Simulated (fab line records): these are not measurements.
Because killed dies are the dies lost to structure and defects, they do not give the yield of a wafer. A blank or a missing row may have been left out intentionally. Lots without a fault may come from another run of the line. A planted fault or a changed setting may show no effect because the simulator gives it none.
Which tool was responsible? :: flow sky130 :: 11 lots, 33 wafers sampled, at 3 steps of a route of 708

== WHAT THE GAUGES READ, wafer by wafer ==
SKY_GATE_OXIDE_OVL_MEAS_10.
lot: L603
measured: day 15 02:57
on: overlay-02
GATE_OXIDE_OVL (nm): 1.4 1.3 2.9

lot: L604
measured: day 15 12:44
on: overlay-01
GATE_OXIDE_OVL (nm): - - -

lot: L605
measured: day 16 04:47
on: overlay-01
GATE_OXIDE_OVL (nm): -1.0 -1.4 -0.2

lot: L606
measured: day 16 05:44
on: overlay-01
GATE_OXIDE_OVL (nm): -0.2 0.3 2.3

lot: L613
measured: day 18 11:55
on: overlay-01
GATE_OXIDE_OVL (nm): -2.4 -2.2 -1.7

lot: L614
measured: day 19 12:47
on: overlay-01
GATE_OXIDE_OVL (nm): 0.8 2.5 1.9

lot: L616
measured: day 19 23:44
on: overlay-02
GATE_OXIDE_OVL (nm): -0.2 -2.0 -1.9

lot: L617
measured: day 20 12:23
on: overlay-01
GATE_OXIDE_OVL (nm): -1.3 -3.1 -1.5

lot: L618
measured: day 20 13:28
on: overlay-01
GATE_OXIDE_OVL (nm): 0.4 0.1 -0.8

lot: L620
measured: day 21 06:25
on: overlay-01
GATE_OXIDE_OVL (nm): 0.1 0.3 -1.3

lot: L621
measured: day 22 20:14
on: overlay-01
GATE_OXIDE_OVL (nm): -1.3 -2.4 -1.8

== TOOL THAT RAN EACH LOT (tool first, then ch and the chambers of the sampled wafers, then the start) ==
lot: L603
SKY_VT_ADJUST_LVTN_STRIP_09: plasma_asher-03 ch 0,1, day 7 22:14
SKY_GATE_OXIDE_EXPOSE_07: iline_stepper-02 ch 0, day 14 13:10

lot: L604
SKY_VT_ADJUST_LVTN_STRIP_09: plasma_asher-02 ch 0,1, day 8 04:53
SKY_GATE_OXIDE_EXPOSE_07: iline_stepper-01 ch 0, day 14 23:36

lot: L605
SKY_VT_ADJUST_LVTN_STRIP_09: plasma_asher-02 ch 0,1, day 8 11:18
SKY_GATE_OXIDE_EXPOSE_07: iline_stepper-02 ch 0, day 15 14:46

lot: L606
SKY_VT_ADJUST_LVTN_STRIP_09: plasma_asher-02 ch 0,1, day 8 16:35
SKY_GATE_OXIDE_EXPOSE_07: iline_stepper-01 ch 0, day 15 15:47

lot: L613
SKY_VT_ADJUST_LVTN_STRIP_09: plasma_asher-03 ch 0,1, day 10 13:16
SKY_GATE_OXIDE_EXPOSE_07: iline_stepper-01 ch 0, day 17 21:00

lot: L614
SKY_VT_ADJUST_LVTN_STRIP_09: plasma_asher-03 ch 0,1, day 11 04:30
SKY_GATE_OXIDE_EXPOSE_07: iline_stepper-02 ch 0, day 18 21:31

lot: L616
SKY_VT_ADJUST_LVTN_STRIP_09: plasma_asher-04 ch 0,1, day 11 15:30
SKY_GATE_OXIDE_EXPOSE_07: iline_stepper-01 ch 0, day 19 07:51

lot: L617
SKY_VT_ADJUST_LVTN_STRIP_09: plasma_asher-03 ch 1, day 11 21:51
SKY_GATE_OXIDE_EXPOSE_07: iline_stepper-02 ch 0, day 19 21:32

lot: L618
SKY_VT_ADJUST_LVTN_STRIP_09: plasma_asher-03 ch 0,1, day 12 01:57
SKY_GATE_OXIDE_EXPOSE_07: iline_stepper-01 ch 0, day 19 22:26

lot: L620
SKY_VT_ADJUST_LVTN_STRIP_09: plasma_asher-02 ch 0,1, day 12 17:13
SKY_GATE_OXIDE_EXPOSE_07: iline_stepper-01 ch 0, day 20 15:23

lot: L621
SKY_VT_ADJUST_LVTN_STRIP_09: plasma_asher-02 ch 0,1, day 13 20:45
SKY_GATE_OXIDE_EXPOSE_07: iline_stepper-01 ch 0, day 22 04:49
- SKY_VT_ADJUST_LVTN_STRIP_09: strips in O2/N2.
- SKY_GATE_OXIDE_EXPOSE_07: exposes mask LVOM, target cd 600 nm.

== THE ANSWER, worked out from the rows above alone ==
Rule: what is usual is taken from the lots themselves. Put in order of their means at a reading, lots are off if they are a third of the lots or fewer, leave a main group of 4 or more, and stand apart from it by a gap of 3 or more times the standard deviation of the main group's means; of several such gaps the widest counts. Not used: any main group whose means are identical at the precision the tables above print for the reading. Also off: a lot with no number at a reading for which 4 or more lots have one. All remaining lots with rows at the step are treated as sound.
Off: L604, seen at SKY_GATE_OXIDE_OVL_MEAS_10 (GATE_OXIDE_OVL). Without a number there: L604. The main group has a mean of -0.4 nm with a standard deviation of 1.4.
If a tool, at a process step before that reading, ran all the lots that are off and no sound lot after the first of them, it fits. The gauges at SKY_GATE_OXIDE_OVL_MEAS_10 are tried like those tools. No candidate that was tried fits.

== WHAT THE SIMULATOR HAD PUT IN ==
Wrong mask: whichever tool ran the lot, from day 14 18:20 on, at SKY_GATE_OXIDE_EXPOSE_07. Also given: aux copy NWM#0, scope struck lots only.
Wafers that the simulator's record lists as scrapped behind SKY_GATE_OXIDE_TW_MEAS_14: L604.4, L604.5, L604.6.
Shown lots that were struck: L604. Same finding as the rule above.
